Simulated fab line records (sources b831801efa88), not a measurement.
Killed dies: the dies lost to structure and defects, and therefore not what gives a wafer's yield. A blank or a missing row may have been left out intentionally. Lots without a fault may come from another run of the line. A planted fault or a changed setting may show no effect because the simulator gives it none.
2 desks looking at one fault + flow gf180mcu + numbers are kept per desk, each desk with only its own; the story behind them comes last

FROM THE METROLOGY DESK
What the gauges read for every lot (on any tool): the sampled wafers with a number, averaged. If a lot's mean is further than 4 standard deviations from the usual mean, the lot is out of limits and carries the mark OUT (the distance appears in the brackets).
Columns: A = MVSD_TW at GF_MVSD_TW_MEAS_11, usual 1602; B = VT_IMPLANT_4_TW at GF_VT_IMPLANT_TW_MEAS_43, usual 691
| lot  | first seen here | A    | B   |
|------|-----------------|------|-----|
| L209 | day 4 11:26     | 1605 | 689 |
| L210 | day 4 18:01     | 1603 | 687 |
| L218 | day 6 13:05     | 1605 | 692 |
| L219 | day 6 20:46     | 1609 | 687 |
| L220 | day 7 06:14     | 1597 | 692 |
| L221 | day 7 09:50     | 1598 | 691 |
| L222 | day 7 15:04     | 1598 | 695 |
| L223 | day 7 19:47     | 1601 | 691 |
| L224 | day 8 03:07     | 1603 | 693 |
| L225 | day 8 08:13     | 1605 | 687 |
| L228 | day 8 23:49     | 1607 | 696 |
| L229 | day 9 08:37     | 1599 | 687 |
| L230 | day 9 10:19     | 1595 | 688 |
| L232 | day 9 23:47     | 1596 | 690 |
This desk found nothing out of limits on any of the 14 lots.

AT THE TOOL OWNER'S DESK: plasma asher-03
The tool's own readings at GF_MVSD_STRIP_10 (strips in O2/N2): means of the sampled wafers that have a number, for each lot that ran on this tool. If a lot's mean is further than 4 standard deviations from the usual mean, the lot is out of limits and carries the mark OUT (the distance appears in the brackets).
Columns: A = drypump motor current A at GF_MVSD_STRIP_10, usual 5.6 A; B = heater power w at GF_MVSD_STRIP_10, usual 356 W; C = oes product au at GF_MVSD_STRIP_10, usual 0.723 a.u.; D = platen temp c at GF_MVSD_STRIP_10, usual 250.06 C; E = strip time to endpoint s at GF_MVSD_STRIP_10, usual 36.91 s
| lot  | first seen here | A   | B   | C     | D      | E                |
|------|-----------------|-----|-----|-------|--------|------------------|
| L210 | day 4 17:55     | 5.8 | 366 | 0.728 | 250.27 | 36.97            |
| L218 | day 6 13:00     | 5.8 | 362 | 0.712 | 249.90 | 37.49 (+4.8) OUT |
| L219 | day 6 20:40     | 5.7 | 363 | 0.710 | 250.19 | 37.51 (+5.0) OUT |
| L232 | day 9 23:41     | 5.9 | 361 | 0.725 | 250.03 | 36.88            |
This desk finds L218, L219 out of limits, L218 being first, at day 6 13:00 (strip time to endpoint s at GF_MVSD_STRIP_10). L210, L232 stayed within limits.

TAKEN TOGETHER
An alarm could have come from the tool owner's desk at day 6 13:00, on L218, L219.
The metrology desk saw nothing out of limits.
The metrology desk has L218, L219 on record, within its limits.
GF_MVSD_STRIP_10 was run on plasma asher-03 by each of the lots named.

WHAT HAD BEEN PUT IN BY THE SIMULATOR
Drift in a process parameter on plasma asher-03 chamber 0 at GF_MVSD_STRIP_10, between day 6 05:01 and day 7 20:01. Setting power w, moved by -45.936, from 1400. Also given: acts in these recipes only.
Lots struck among those shown: L218, L219.
How many hours passed from the start of the fault until each desk's first out-of-limits reading: the tool owner's desk, 8.
